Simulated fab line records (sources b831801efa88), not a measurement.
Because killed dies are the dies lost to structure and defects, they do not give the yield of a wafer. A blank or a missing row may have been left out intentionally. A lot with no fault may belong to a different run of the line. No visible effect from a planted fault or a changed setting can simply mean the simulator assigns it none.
Struck lot and sound lot, side by side | flow sky130 | 23 steps out of a route of 708
Sound: wafers L497.3, L497.4, L497.6. Struck: wafer L505.5 (left out: L505.1, L505.2 of the same lot, which were not struck); the cause appears at the end.
At each step with rows: each side's tool, then ch and its chambers, then its first start. Under that, the readings that differ: sound wafers | struck wafers | difference of the means | sigmas: that difference in standard deviations of wafers without a fault.
alike: same words and numbers on both sides, and readings whose means sit less than 2 such deviations apart. not compared: any withheld reading, any reading some wafer has no value for, any bound like >300 that may hide the same value, and any number with overlapping values for which the record gives no deviation.
A row with sigmas, a row that says differs or no value, or rows on one side alone: a step with any of these is where the two part. Numbers that have no deviation but don't overlap get no sigmas and don't part them. A reading that every wafer of one side lacks parts them only if that side has two wafers or more.

first, 8 steps without rows for these wafers: SKY_LDD_N_IMPLANT_08; SKY_LDD_N_IMPLANT_09; SKY_LDD_N_IMPLANT_10; SKY_LDD_N_IMPLANT_11; SKY_LDD_N_IMPLANT_12; SKY_LDD_N_IMPLANT_13; SKY_LDD_N_IMPLANT_14; SKY_LDD_N_IMPLANT_15.
SKY_LDD_N_STRIP_16: strips in O2/N2.
  sound on plasma asher-03 ch 0,1, day 20 17:55; struck on plasma asher-01 ch 0, day 23 16:17
  alike: drypump motor current A, oes product au, strip time to endpoint s
  not compared: rf hours counter h
SKY_LDD_N_TW_MEAS_17:
  sound: film metro-02 at day 20 18:00; struck: film metro-02 at day 23 16:23
  alike: LDD_N_TW
then, 2 steps without rows for these wafers: SKY_LDD_P_DEHYDRATE_00 (time 60 s); SKY_LDD_P_HMDS_01 (prime time 60 s).
SKY_LDD_P_COAT_02: resist thk 1140 nm.
  sound on litho track-02 ch 0, day 21 09:22; struck on litho track-02 ch 0, day 24 07:16
  reading                                    | sound          | struck | difference | sigmas
  model.NOVOLAK_of_LDD_P_COAT_02.thk nm (nm) | 1137 1139 1134 | 1174   | +37        |
  alike: chill plate temp C, dispense pressure kPa
then, 3 steps without rows for these wafers: SKY_LDD_P_SOFTBAKE_03 (time 60 s); SKY_LDD_P_EXPOSE_04 (exposes mask PSDM, target cd 380 nm); SKY_LDD_P_PEB_05.
SKY_LDD_P_DEVELOP_06: develop time 60 s.
  sound on litho track-04 ch 0, day 22 01:21; struck on litho track-02 ch 0, day 24 21:25
  reading                                    | sound          | struck | difference | sigmas
  model.NOVOLAK_of_LDD_P_COAT_02.thk nm (nm) | 1136 1139 1134 | 1174   | +38        |
  alike: chill plate temp C
SKY_LDD_P_CD_MEAS_07: the cd target is 380 nm.
  sound: cd sem-02 at day 22 01:29; struck: cd sem-02 at day 24 21:34
  alike: cd nm
SKY_LDD_P_OVL_MEAS_08:
  sound: overlay-01 at day 22 01:35; struck: overlay-01 at day 24 21:41
  alike: LDD_P_OVL
next, for these wafers, 1 step has no rows: SKY_LDD_P_IMPLANT_09.
SKY_LDD_P_STRIP_10: strips in O2/N2.
  sound on plasma asher-04 ch 0,1, day 22 01:47; struck on plasma asher-04 ch 0, day 24 21:52
  reading                      | sound             | struck | difference | sigmas
  strip time to endpoint s (s) | 14.14 14.16 14.11 | 14.53  | +0.39      | +9
  alike: drypump motor current A, oes product au
  not compared: rf hours counter h
SKY_LDD_P_TW_MEAS_11:
  sound: film metro-04 at day 22 01:52; struck: film metro-03 at day 24 21:58
  alike: LDD_P_TW
-- a jump in the record: the struck wafers' starts before and after are 25 days apart (it breaks off in module LDD_P and resumes in module PAD_OPEN, where the first step shown is number 708 of the route) --
SKY_PAD_OPEN_PROBE_99:
  sound: prober-01 at day 47 16:58; struck: prober-01 at day 49 12:43
  alike: killed_at_M0_to_M3, killed_at_M4_up, killed at contacts, killed at front end, killed at other, killed dies, killed open, killed short

== WHERE THEY PART ==
Only at SKY_LDD_P_STRIP_10, within this record. Later steps at which nothing parts them and some readings are alike: SKY_LDD_P_TW_MEAS_11, SKY_PAD_OPEN_PROBE_99.

WHY: what the simulator had put in
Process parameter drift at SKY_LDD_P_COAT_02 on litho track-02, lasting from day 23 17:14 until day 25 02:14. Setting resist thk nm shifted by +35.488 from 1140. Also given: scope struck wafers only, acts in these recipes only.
